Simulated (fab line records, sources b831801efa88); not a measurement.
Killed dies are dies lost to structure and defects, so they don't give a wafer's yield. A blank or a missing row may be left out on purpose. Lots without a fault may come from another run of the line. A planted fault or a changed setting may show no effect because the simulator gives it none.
Which tool did it? | flow gf180mcu | 7 lots, 21 wafers sampled, at 2 steps of a route of 602

WHAT THE GAUGES READ, wafer by wafer
GF_HV_LDD_CD_MEAS_46: target cd 400 nm.
lot  | measured     | on        | cd_nm (nm)
L838 | day 12 19:42 | cd_sem-01 | 402.2 402.6 402.6
L840 | day 13 15:22 | cd_sem-01 | 397.2 398.6 397.3
L842 | day 14 07:34 | cd_sem-02 | 403.1 398.7 403.5
L845 | day 15 07:21 | cd_sem-01 | 399.8 398.5 398.8
L850 | day 17 02:22 | cd_sem-01 | 399.5 399.5 401.2
L854 | day 18 09:15 | cd_sem-02 | 417.3 415.9 416.5 417.6 415.5 416.9
L859 | day 20 00:16 | cd_sem-01 | 397.8 398.6 399.2

WHICH TOOL RAN EACH LOT (tool, then ch and the chambers of the sampled wafers, then the start)
lot  | GF_HV_LDD_EXPOSE_43
L838 | iline_stepper-02 ch 0, day 12 09:47
L840 | iline_stepper-01 ch 0, day 13 06:14
L842 | iline_stepper-02 ch 0, day 13 21:05
L845 | iline_stepper-01 ch 0, day 14 20:35
L850 | iline_stepper-02 ch 0, day 16 14:55
L854 | iline_stepper-02 ch 0, day 17 21:15
L859 | iline_stepper-01 ch 0, day 19 12:41
- GF_HV_LDD_EXPOSE_43: exposes mask Pplus HV AREA, target cd 400 nm.

THE ANSWER, worked out from the rows above alone
Rule: what is usual is taken from the lots themselves. Put in order of their means at a reading, lots are off if they are a third of the lots or fewer, leave a main group of 4 or more, and stand apart from it by a gap of 3 or more times the standard deviation of the main group's means; of several such gaps the widest counts. A main group whose means are all the same, to the digits that the tables above print for the reading, isn't used. A lot without any number at a reading at which 4 lots or more have one is off too. The other lots that the step has rows for count as sound.
Off: L854, at GF_HV_LDD_CD_MEAS_46 (cd_nm). The main group: mean 399.9 nm, standard deviation 1.7.
A tool fits if, at a process step before that reading, it ran every lot that is off, and no sound lot after the first of them. The gauges at GF_HV_LDD_CD_MEAS_46 are tried like those tools. Can't be told from this: 2 tools fit, iline_stepper-02 at GF_HV_LDD_EXPOSE_43, cd_sem-02 at GF_HV_LDD_CD_MEAS_46.

WHAT THE SIMULATOR HAD PUT IN
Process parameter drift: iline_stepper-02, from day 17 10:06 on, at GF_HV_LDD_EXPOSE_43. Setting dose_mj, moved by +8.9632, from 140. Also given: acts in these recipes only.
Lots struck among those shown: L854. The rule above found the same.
